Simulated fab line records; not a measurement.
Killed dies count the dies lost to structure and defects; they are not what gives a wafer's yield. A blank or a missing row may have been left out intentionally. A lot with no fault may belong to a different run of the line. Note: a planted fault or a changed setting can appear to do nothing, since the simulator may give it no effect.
fab line records | flow gf180mcu
record: lots: 24 wafers: 72 last-day: 35
route steps=602 shown V1@339 M2@367 V2@387 M3@412 V4@497 V5@563
lots that met no fault: from a run of the same line without faults
start-h: hours from the record's first day to the start of the lot's first wafer shown | wait-h: hours from the lot's prior step to this one | " same as the row above | L1.1+2: a single row standing in for several wafers | - no value, or no start was given | * or withheld: withheld | < > ~ a bound
route shown NAME@n: NAME is a module with steps in the file, n the number in the route of the first one | usual: mean and standard deviation over wafers with no fault | same: alike in all rows | chamber/n: place in a boat | sites: each site's reading | _std_site: standard deviation across them | _edge_site: inner sites' mean taken away from outer sites' mean | radius-mm: for every site, how far away it sits from the centre of the wafer | mask NAME#n: copy n | behind: tool/chamber where the wafer was last shaped | hold: why the lot went on hold/how many hours it stayed there/how the hold came to an end | device: which transistor (n, p or np) failed to switch | end of line: the tests these same wafers got at the end of their route | for a step that has no rows: nothing shown but its recipe | killed: the dies lost at the first sort to structure and to defects; this is not the yield of the wafer | map: shows each die of a wafer: x if killed, . if not, _ if none is there
set.NAME: setting as actually run; set.NAME@STEP: the setting as run at that earlier step | model.NAME: the simulator's own value behind a step, which no gauge read
route steps across a sampled set of lots; one table per step, one row per wafer
services: the hour from which a tool's chamber was out of use, counted from the record's first day as start-h (under 0 if before that day), plus the number of hours and why
== steps ==
step: GF_V1_CMP_04
recipe: material: SiO2 down-force-psi: 4 platen-rpm: 60 pad-velocity-m-s: 0.94248
usual: head-pressure-psi: 3.999/0.0087 motor-current-A: 11.2/0.86 retaining-ring-pressure-frac: 0.999/0.0055 time-to-endpoint-s: 79/6.6
columns lot.wafer tool chamber start-h wait-h head-pressure-psi motor-current-A retaining-ring-pressure-frac time-to-endpoint-s
L074.3 cmp-02 0 391.05 0.0 3.990 13.7 1.003 77
L074.4 " 3 " " 3.990 10.2 1.004 80
L074.5 " 1 " " 3.993 11.3 0.997 74
L075.2 cmp-01 1 403.16 0.0 3.995 10.7 1.003 77
L075.4 " 2 " " 3.999 10.5 0.993 83
L075.1 " 0 " " 4.013 11.8 1.001 84
L076.4 cmp-01 1 421.02 0.0 4.002 10.6 1.000 72
L076.3 " 2 " " 4.008 10.5 1.004 75
L076.1 " 0 " " 4.006 11.6 0.994 74
L077.2 cmp-01 1 435.68 0.0 3.995 10.1 0.989 82
L077.4 " 3 " " 4.007 10.6 0.991 80
L077.1 " 0 " " 4.000 11.2 0.994 86
L078.3 cmp-01 3 437.11 0.4 4.007 11.5 1.010 73
L078.4 " 0 " " 4.007 11.3 0.995 77
L078.5 " 3 " " 4.007 11.0 1.011 72
L079.4 cmp-01 0 439.97 0.0 3.995 11.2 0.989 80
L079.6 " 0 " " 3.980 11.1 1.000 89
L079.5 " 1 " " 4.010 10.6 1.002 78
L080.3 cmp-01 0 458.77 0.0 4.004 11.5 1.006 72
L080.2 " 1 " " 3.999 10.7 0.998 69
L080.6 " 0 " " 4.005 11.2 1.010 80
L081.2 cmp-02 2 466.53 0.0 4.002 10.9 0.996 74
L081.1 " 0 " " 4.001 12.8 1.005 78
L081.6 " 3 " " 4.007 9.9 1.004 80
L082.3 cmp-01 2 475.63 0.0 3.996 10.7 1.001 83
L082.1 " 1 " " 3.994 9.9 0.996 71
L082.5 " 3 " " 3.996 11.1 1.006 81
L083.1 cmp-02 0 484.23 0.1 4.009 12.8 1.001 71
L083.2 " 1 " " 3.997 12.4 1.000 73
L083.6 " 3 " " 3.994 9.8 1.003 86
L084.2 cmp-01 0 491.39 0.0 3.988 11.1 1.003 82
L084.1 " 1 " " 4.002 10.5 0.991 72
L084.3 " 3 " " 3.998 11.4 1.001 68
L085.4 cmp-02 2 499.32 0.1 4.003 11.7 1.002 83
L085.1 " 0 " " 4.008 14.2 1.000 88
L085.6 " 1 " " 3.999 11.0 0.999 84
L086.1 cmp-02 3 508.77 0.1 3.998 10.4 1.003 84
L086.4 " 0 " " 3.996 12.6 1.002 88
L086.2 " 1 " " 3.999 12.0 1.002 77
L087.1 cmp-01 0 512.88 0.1 4.010 11.8 0.993 85
L087.3 " 1 " " 4.010 10.5 1.004 74
L087.5 " 2 " " 4.007 11.1 1.002 91
L088.3 cmp-01 1 518.14 0.1 4.012 10.6 0.993 72
L088.4 " 2 " " 4.009 10.0 0.996 84
L088.5 " 3 " " 4.011 11.6 0.997 79
L089.4 cmp-01 2 531.74 0.0 3.994 10.8 1.000 77
L089.2 " 1 " " 3.996 10.1 0.996 76
L089.6 " 3 " " 4.003 11.7 1.001 77
L090.1 cmp-01 2 536.92 0.1 3.983 10.5 1.000 76
L090.2 " 0 " " 4.010 11.1 0.996 82
L090.3 " 1 " " 3.981 10.4 0.995 71
L091.1 cmp-02 1 546.16 0.1 3.990 12.2 0.996 66
L091.2 " 2 " " 4.007 11.7 1.000 73
L091.5 " 0 " " 3.998 13.8 0.992 77
L092.1 cmp-02 2 555.16 0.1 3.992 11.4 1.007 78
L092.5 " 0 " " 3.990 12.2 0.992 93
L092.6 " 1 " " 3.983 11.1 1.005 81
L093.2 cmp-02 3 558.21 0.0 4.000 11.0 1.005 78
L093.1 " 1 " " 4.010 11.2 1.006 72
L093.5 " 3 " " 4.001 10.1 1.001 92
L094.4 cmp-01 0 570.71 0.0 4.001 11.5 0.991 88
L094.1 " 2 " " 3.992 10.6 1.006 79
L094.2 " 3 " " 3.986 11.9 0.991 65
L095.3 cmp-01 3 577.77 0.0 3.997 11.8 1.003 69
L095.4 " 2 " " 3.997 11.0 0.995 82
L095.6 " 3 " " 3.984 12.0 1.008 72
L096.4 cmp-01 1 588.86 0.1 3.998 10.9 1.004 77
L096.1 " 2 " " 3.995 10.3 0.996 74
L096.5 " 0 " " 4.011 10.9 1.002 81
L097.4 cmp-01 2 599.59 0.0 3.996 10.9 0.993 94
L097.2 " 3 " " 3.996 11.4 0.993 76
L097.6 " 2 " " 4.010 11.3 1.004 91
step: GF_M2_RS_MEAS_05
recipe: thk-meas-gauge: four-point-probe reads: TiN_of_M2_SPUTTER_04+Ti_of_M2_SPUTTER_03+AlCu_of_M2_SPUTTER_02+TiN_of_M2_SPUTTER_01+Ti_of_M2_SPUTTER_00
usual: M2_ALCU_RS: 0.0697/0.00092
columns lot.wafer tool chamber start-h wait-h M2_ALCU_RS[ohm/sq]
L074.3 film-metro-04 - 417.17 0.1 0.0701
L074.4 " - " " 0.0698
L074.5 " - " " 0.0693
L075.1 film-metro-03 - 429.57 0.0 0.0707
L075.2 " - " " 0.0692
L075.4 " - " " 0.0691
L076.1 film-metro-01 - 447.93 0.0 0.0681
L076.3 " - " " 0.0688
L076.4 " - " " 0.0674
L077.1 film-metro-01 - 462.56 0.0 0.0691
L077.2 " - " " 0.0694
L077.4 " - " " 0.0689
L078.3 film-metro-04 - 463.54 0.1 0.0698
L078.4 " - " " 0.0702
L078.5 " - " " 0.0699
L079.4 film-metro-04 - 466.78 0.1 0.0693
L079.5 " - " " 0.0693
L079.6 " - " " 0.0693
L080.2 film-metro-04 - 485.34 0.0 0.0688
L080.3 " - " " 0.0697
L080.6 " - " " 0.0691
L081.1 film-metro-01 - 492.27 0.0 0.0694
L081.2 " - " " 0.0690
L081.6 " - " " 0.0711
L082.1 film-metro-01 - 501.98 0.0 0.0686
L082.3 " - " " 0.0681
L082.5 " - " " 0.0682
L083.1 film-metro-01 - 510.56 0.0 0.0696
L083.2 " - " " 0.0699
L083.6 " - " " 0.0695
L084.1 film-metro-01 - 517.69 0.0 0.0707
L084.2 " - " " 0.0697
L084.3 " - " " 0.0697
L085.1 film-metro-03 - 524.97 0.0 0.0702
L085.4 " - " " 0.0705
L085.6 " - " " 0.0702
L086.1 film-metro-04 - 533.92 0.0 0.0691
L086.2 " - " " 0.0691
L086.4 " - " " 0.0690
L087.1 film-metro-03 - 537.82 0.0 0.0715
L087.3 " - " " 0.0702
L087.5 " - " " 0.0715
L088.3 film-metro-04 - 543.96 0.1 0.0697
L088.4 " - " " 0.0699
L088.5 " - " " 0.0705
L089.2 film-metro-03 - 556.91 0.0 0.0700
L089.4 " - " " 0.0705
L089.6 " - " " 0.0693
L090.1 film-metro-04 - 561.71 0.0 0.0698
L090.2 " - " " 0.0688
L090.3 " - " " 0.0685
L091.1 film-metro-03 - 571.07 0.0 0.0699
L091.2 " - " " 0.0695
L091.5 " - " " 0.0703
L092.1 film-metro-01 - 579.16 0.0 0.0700
L092.5 " - " " 0.0705
L092.6 " - " " 0.0720
L093.1 film-metro-04 - 582.51 0.0 0.0699
L093.2 " - " " 0.0693
L093.5 " - " " 0.0698
L094.1 film-metro-04 - 594.16 0.0 0.0707
L094.2 " - " " 0.0704
L094.4 " - " " 0.0713
L095.3 film-metro-01 - 600.91 0.1 0.0704
L095.4 " - " " 0.0699
L095.6 " - " " 0.0700
L096.1 film-metro-03 - 612.64 0.0 0.0703
L096.4 " - " " 0.0695
L096.5 " - " " 0.0708
L097.2 film-metro-03 - 622.69 0.0 0.0689
L097.4 " - " " 0.0687
L097.6 " - " " 0.0687
step: GF_V2_BOW_MEAS_05
recipe: mode: bow
usual: V2_BOW: 97/7.8
columns lot.wafer tool chamber start-h wait-h V2_BOW[um]
L074.3 film-metro-04 - 442.96 0.1 96
L074.4 " - " " 91
L074.5 " - " " 99
L075.1 film-metro-03 - 456.32 0.2 91
L075.2 " - " " 91
L075.4 " - " " 89
L076.1 film-metro-04 - 474.33 0.2 97
L076.3 " - " " 112
L076.4 " - " " 100
L077.1 film-metro-04 - 488.25 0.1 95
L077.2 " - " " 88
L077.4 " - " " 103
L078.3 film-metro-03 - 489.11 0.2 92
L078.4 " - " " 83
L078.5 " - " " 85
L079.4 film-metro-04 - 492.37 0.3 106
L079.5 " - " " 105
L079.6 " - " " 100
L080.2 film-metro-03 - 511.24 0.2 93
L080.3 " - " " 105
L080.6 " - " " 100
L081.1 film-metro-02 - 517.77 0.2 97
L081.2 " - " " 104
L081.6 " - " " 102
L082.1 film-metro-02 - 526.57 0.1 91
L082.3 " - " " 88
L082.5 " - " " 94
L083.1 film-metro-02 - 534.93 0.2 100
L083.2 " - " " 91
L083.6 " - " " 92
L084.1 film-metro-02 - 542.29 0.1 93
L084.2 " - " " 101
L084.3 " - " " 94
L085.1 film-metro-02 - 549.09 0.1 103
L085.4 " - " " 98
L085.6 " - " " 96
L086.1 film-metro-03 - 558.01 0.2 102
L086.2 " - " " 116
L086.4 " - " " 99
L087.1 film-metro-02 - 562.01 0.1 95
L087.3 " - " " 83
L087.5 " - " " 90
L088.3 film-metro-03 - 568.06 0.2 93
L088.4 " - " " 108
L088.5 " - " " 91
L089.2 film-metro-04 - 580.39 0.1 104
L089.4 " - " " 92
L089.6 " - " " 101
L090.1 film-metro-04 - 584.89 0.2 94
L090.2 " - " " 101
L090.3 " - " " 85
L091.1 film-metro-03 - 593.58 0.2 98
L091.2 " - " " 84
L091.5 " - " " 88
L092.1 film-metro-02 - 602.21 0.1 103
L092.5 " - " " 103
L092.6 " - " " 102
L093.1 film-metro-03 - 605.46 0.1 95
L093.2 " - " " 99
L093.5 " - " " 94
L094.1 film-metro-02 - 616.68 0.1 99
L094.2 " - " " 95
L094.4 " - " " 105
L095.3 film-metro-03 - 623.65 0.3 98
L095.4 " - " " 111
L095.6 " - " " 98
L096.1 film-metro-03 - 635.99 0.1 107
L096.4 " - " " 97
L096.5 " - " " 112
L097.2 film-metro-02 - 644.54 0.2 100
L097.4 " - " " 92
L097.6 " - " " 90
step: GF_M3_SPUTTER_03
recipe: material: Ti target-thk-nm: 10 substrate-temp-c: 300 chamber-pressure-pa: 0.3 power-w: 3000 time-s: 6.7
usual: chamber-pressure-pa: 0.3000/0.0006 throttle-valve-pct: 30.1/1.1
columns lot.wafer tool chamber start-h wait-h chamber-pressure-pa throttle-valve-pct
L074.3 pvd-sputter-01 - 469.27 0.0 0.2991 30.5
L074.4 " - " " 0.3000 32.3
L074.5 " - " " 0.3003 30.9
L075.1 pvd-sputter-02 - 482.66 0.0 0.3000 31.6
L075.2 " - " " 0.2988 29.6
L075.4 " - " " 0.2999 29.2
L076.1 pvd-sputter-01 - 500.18 0.0 0.3000 30.2
L076.3 " - " " 0.2990 31.9
L076.4 " - " " 0.2997 30.5
L077.1 pvd-sputter-04 - 513.48 0.0 0.2996 28.5
L077.2 " - " " 0.2999 29.9
L077.4 " - " " 0.2996 28.0
L078.3 pvd-sputter-04 - 514.34 0.0 0.2990 30.2
L078.4 " - " " 0.2990 29.8
L078.5 " - " " 0.2995 30.0
L079.4 pvd-sputter-02 - 517.76 0.0 0.2996 31.5
L079.5 " - " " 0.2993 29.1
L079.6 " - " " 0.2992 31.4
L080.2 pvd-sputter-01 - 535.93 0.0 0.2990 30.5
L080.3 " - " " 0.3003 29.5
L080.6 " - " " 0.2996 30.8
L081.1 pvd-sputter-01 - 543.04 0.0 0.3004 30.8
L081.2 " - " " 0.2998 29.8
L081.6 " - " " 0.2999 30.2
L082.1 pvd-sputter-02 - 550.95 0.0 0.3001 29.4
L082.3 " - " " 0.3000 30.9
L082.5 " - " " 0.2997 31.3
L083.1 pvd-sputter-01 - 559.01 0.0 0.3011 29.8
L083.2 " - " " 0.3010 31.9
L083.6 " - " " 0.2992 29.6
L084.1 pvd-sputter-02 - 567.05 0.0 0.3000 29.1
L084.2 " - " " 0.2995 29.4
L084.3 " - " " 0.2997 31.7
L085.1 pvd-sputter-04 - 573.12 0.0 0.3001 30.0
L085.4 " - " " 0.3010 28.3
L085.6 " - " " 0.3002 29.8
L086.1 pvd-sputter-01 - 582.02 0.0 0.3000 32.2
L086.2 " - " " 0.2998 29.6
L086.4 " - " " 0.2999 30.1
L087.1 pvd-sputter-04 - 585.40 0.0 0.3006 29.9
L087.3 " - " " 0.2992 30.0
L087.5 " - " " 0.2994 29.9
L088.3 pvd-sputter-04 - 591.60 0.0 0.3017 29.9
L088.4 " - " " 0.2998 30.1
L088.5 " - " " 0.2983 27.7
L089.2 pvd-sputter-02 - 603.62 0.0 0.2994 31.1
L089.4 " - " " 0.3002 29.3
L089.6 " - " " 0.2997 29.2
L090.1 pvd-sputter-01 - 608.41 0.0 0.2993 32.2
L090.2 " - " " 0.3005 29.6
L090.3 " - " " 0.2991 30.6
L091.1 pvd-sputter-01 - 617.02 0.0 0.3004 29.8
L091.2 " - " " 0.3007 31.9
L091.5 " - " " 0.2999 30.6
L092.1 pvd-sputter-02 - 625.56 0.0 0.3009 31.0
L092.5 " - " " 0.2991 29.4
L092.6 " - " " 0.2999 31.5
L093.1 pvd-sputter-04 - 629.12 0.0 0.3005 28.2
L093.2 " - " " 0.3010 30.0
L093.5 " - " " 0.2997 27.9
L094.1 pvd-sputter-02 - 640.27 0.0 0.2997 28.9
L094.2 " - " " 0.3011 30.9
L094.4 " - " " 0.3002 31.0
L095.3 pvd-sputter-01 - 645.94 0.0 0.3002 31.8
L095.4 " - " " 0.3002 30.0
L095.6 " - " " 0.3002 29.7
L096.1 pvd-sputter-01 - 658.49 0.0 0.3008 32.0
L096.4 " - " " 0.3000 30.7
L096.5 " - " " 0.3006 30.2
L097.2 pvd-sputter-02 - 666.97 0.0 0.2996 31.9
L097.4 " - " " 0.2994 29.2
L097.6 " - " " 0.3001 29.2
step: GF_V4_SPUTTER_21
recipe: material: Ti target-thk-nm: 15 chamber-pressure-pa: 5 power-w: 2500 substrate-temp-c: 200 time-s: 80.02
usual: chamber-pressure-pa: 4.999/0.01 throttle-valve-pct: 29.8/1.1
columns lot.wafer tool chamber start-h wait-h chamber-pressure-pa throttle-valve-pct
L074.3 pvd-sputter-04 - 568.48 0.0 5.007 28.6
L074.4 " - " " 5.006 29.9
L074.5 " - " " 4.990 28.1
L075.1 pvd-sputter-04 - 580.22 0.0 4.999 28.3
L075.2 " - " " 5.001 29.9
L075.4 " - " " 4.990 28.4
L076.1 pvd-sputter-03 - 595.32 0.0 4.987 30.6
L076.3 " - " " 5.000 28.8
L076.4 " - " " 4.995 30.6
L077.1 pvd-sputter-02 - 607.67 0.0 4.997 29.4
L077.2 " - " " 4.997 29.4
L077.4 " - " " 5.003 31.1
L078.3 pvd-sputter-03 - 610.30 0.0 4.991 28.7
L078.4 " - " " 4.997 30.8
L078.5 " - " " 4.985 29.1
L079.4 pvd-sputter-03 - 613.50 0.0 4.986 30.8
L079.5 " - " " 5.002 30.6
L079.6 " - " " 4.986 30.5
L080.2 pvd-sputter-02 - 629.92 0.0 4.993 29.1
L080.3 " - " " 4.986 31.3
L080.6 " - " " 5.008 29.0
L081.1 pvd-sputter-04 - 636.12 0.0 5.002 28.4
L081.2 " - " " 5.016 29.8
L081.6 " - " " 5.024 30.1
L082.1 pvd-sputter-04 - 643.46 0.0 5.011 28.1
L082.3 " - " " 4.997 30.1
L082.5 " - " " 4.999 28.0
L083.1 pvd-sputter-04 - 650.61 0.0 5.005 29.9
L083.2 " - " " 4.994 28.5
L083.6 " - " " 4.994 28.6
L084.1 pvd-sputter-03 - 659.34 0.0 4.976 30.8
L084.2 " - " " 5.009 31.0
L084.3 " - " " 5.014 30.7
L085.1 pvd-sputter-04 - 663.45 0.0 4.993 28.1
L085.4 " - " " 4.978 28.4
L085.6 " - " " 5.007 28.0
L086.1 pvd-sputter-04 - 671.65 0.0 5.009 28.1
L086.2 " - " " 4.989 29.8
L086.4 " - " " 4.981 28.5
L087.1 pvd-sputter-03 - 675.61 0.0 5.008 31.0
L087.3 " - " " 4.995 31.2
L087.5 " - " " 4.981 30.5
L088.3 pvd-sputter-04 - 681.90 0.0 5.002 27.8
L088.4 " - " " 5.002 29.9
L088.5 " - " " 4.996 29.9
L089.2 pvd-sputter-03 - 692.20 0.0 5.005 28.9
L089.4 " - " " 4.997 30.7
L089.6 " - " " 5.001 30.8
L090.1 pvd-sputter-04 - 696.08 0.0 5.025 30.1
L090.2 " - " " 5.011 30.0
L090.3 " - " " 5.022 28.6
L091.1 pvd-sputter-02 - 703.61 0.0 4.985 29.2
L091.2 " - " " 5.001 31.2
L091.5 " - " " 4.993 29.5
L092.1 pvd-sputter-03 - 712.06 0.0 4.987 28.7
L092.5 " - " " 4.997 31.1
L092.6 " - " " 4.998 30.7
L093.1 pvd-sputter-03 - 714.26 0.0 4.995 31.0
L093.2 " - " " 5.012 28.6
L093.5 " - " " 5.014 29.0
L094.1 pvd-sputter-02 - 724.67 0.0 4.998 31.2
L094.2 " - " " 4.997 29.3
L094.4 " - " " 5.002 29.3
L095.3 pvd-sputter-04 - 729.95 0.0 5.009 30.1
L095.4 " - " " 5.006 30.0
L095.6 " - " " 4.991 28.6
L096.1 pvd-sputter-02 - 742.43 0.0 5.003 31.5
L096.4 " - " " 4.986 29.3
L096.5 " - " " 5.000 31.7
L097.2 pvd-sputter-04 - 746.43 0.0 4.982 29.9
L097.4 " - " " 4.997 28.6
L097.6 " - " " 5.003 28.0
step: GF_V5_CVD_23
recipe: material: W target-thk-nm: 350 time-s: 104.9 temp-c: 400 pressure-torr: 40
usual: heater-power-w: 901/39 susceptor-temp-C: 400.01/0.19
columns lot.wafer tool chamber start-h wait-h heater-power-w susceptor-temp-C
L074.3 cvd-w-02 0 637.98 0.1 884 400.29
L074.4 " 1 " " 828 400.27
L074.5 " 0 " " 900 400.28
L075.1 cvd-w-02 1 648.41 0.0 868 399.94
L075.2 " 0 " " 896 400.24
L075.4 " 1 " " 884 399.78
L076.1 cvd-w-02 0 664.25 0.0 906 399.83
L076.3 " 0 " " 909 400.11
L076.4 " 1 " " 838 400.31
L077.1 cvd-w-02 1 674.43 0.0 855 399.83
L077.2 " 0 " " 876 399.96
L077.4 " 0 " " 912 400.12
L078.3 cvd-w-01 1 677.70 0.1 963 400.14
L078.4 " 1 " " 944 400.40
L078.5 " 1 " " 950 400.29
L079.4 cvd-w-01 1 680.32 0.1 957 399.88
L079.5 " 1 " " 934 400.01
L079.6 " 1 " " 960 400.07
L080.2 cvd-w-02 1 694.69 0.1 843 399.83
L080.3 " 1 " " 864 399.90
L080.6 " 1 " " 867 399.79
L081.1 cvd-w-02 1 701.64 0.0 870 400.02
L081.2 " 0 " " 905 399.85
L081.6 " 0 " " 908 400.05
L082.1 cvd-w-02 0 707.53 0.0 911 399.93
L082.3 " 0 " " 921 399.96
L082.5 " 0 " " 911 399.95
L083.1 cvd-w-02 1 713.61 0.0 862 399.95
L083.2 " 0 " " 900 400.49
L083.6 " 0 " " 899 400.25
L084.1 cvd-w-01 0 721.13 0.0 876 400.22
L084.2 " 1 " " 955 399.99
L084.3 " 1 " " 967 399.70
L085.1 cvd-w-02 1 724.38 0.0 868 399.70
L085.4 " 0 " " 898 399.86
L085.6 " 0 " " 903 399.73
L086.1 cvd-w-01 0 731.39 0.0 886 399.86
L086.2 " 1 " " 947 399.85
L086.4 " 0 " " 875 400.13
L087.1 cvd-w-01 1 735.44 0.0 942 400.35
L087.3 " 1 " " 989 400.29
L087.5 " 1 " " 955 400.13
L088.3 cvd-w-02 1 741.42 0.1 880 400.31
L088.4 " 0 " " 928 400.12
L088.5 " 1 " " 881 400.08
L089.2 cvd-w-02 1 750.16 0.0 862 399.89
L089.4 " 0 " " 893 399.81
L089.6 " 0 " " 903 400.25
L090.1 cvd-w-02 1 753.54 0.0 846 399.80
L090.2 " 0 " " 935 399.98
L090.3 " 0 " " 903 400.33
L091.1 cvd-w-01 1 761.18 0.0 959 399.92
L091.2 " 0 " " 915 399.86
L091.5 " 0 " " 871 400.15
L092.1 cvd-w-01 0 767.91 0.0 894 400.02
L092.5 " 1 " " 963 399.98
L092.6 " 0 " " 891 399.79
L093.1 cvd-w-01 1 770.10 0.0 992 399.93
L093.2 " 0 " " 871 399.96
L093.5 " 0 " " 854 399.99
L094.1 cvd-w-01 0 780.04 0.0 881 400.09
L094.2 " 1 " " 959 399.98
L094.4 " 1 " " 946 400.30
L095.3 cvd-w-01 1 784.38 0.1 953 400.00
L095.4 " 0 " " 896 399.93
L095.6 " 1 " " 928 400.28
L096.1 cvd-w-02 1 795.99 0.0 853 399.70
L096.4 " 0 " " 897 399.94
L096.5 " 1 " " 867 400.51
L097.2 cvd-w-01 1 799.74 0.0 958 400.09
L097.4 " 0 " " 903 400.16
L097.6 " 1 " " 951 399.94
== services ==
columns tool chamber start-h hours kind
cmp-01 - 379.54 5.9 repair
pvd-sputter-04 - 388.84 2.7 repair
cvd-w-02 - 390.00 14.0 pm
pvd-sputter-02 - 391.26 1.4 repair
cmp-01 - 404.00 4.0 pm
pvd-sputter-04 - 440.73 7.0 repair
cvd-w-02 - 458.42 0.6 repair
pvd-sputter-02 - 462.48 3.7 repair
cmp-01 - 479.63 4.9 pm
pvd-sputter-02 - 486.95 2.6 repair
cmp-01 - 487.38 1.6 repair
pvd-sputter-02 - 489.36 2.1 repair
pvd-sputter-04 - 504.75 5.1 repair
cmp-01 - 551.70 6.0 pm
pvd-sputter-04 - 599.09 25.5 repair
cmp-01 - 662.04 1.9 repair
cmp-01 - 666.77 2.4 repair
cmp-01 - 679.07 1.1 repair
pvd-sputter-04 - 692.20 1.6 repair
cmp-01 - 725.54 1.6 repair
cmp-01 - 725.79 0.9 repair
pvd-sputter-04 - 736.86 6.9 repair
cmp-01 - 744.00 4.0 pm
cmp-01 - 768.80 0.2 repair
== key ==
fault none
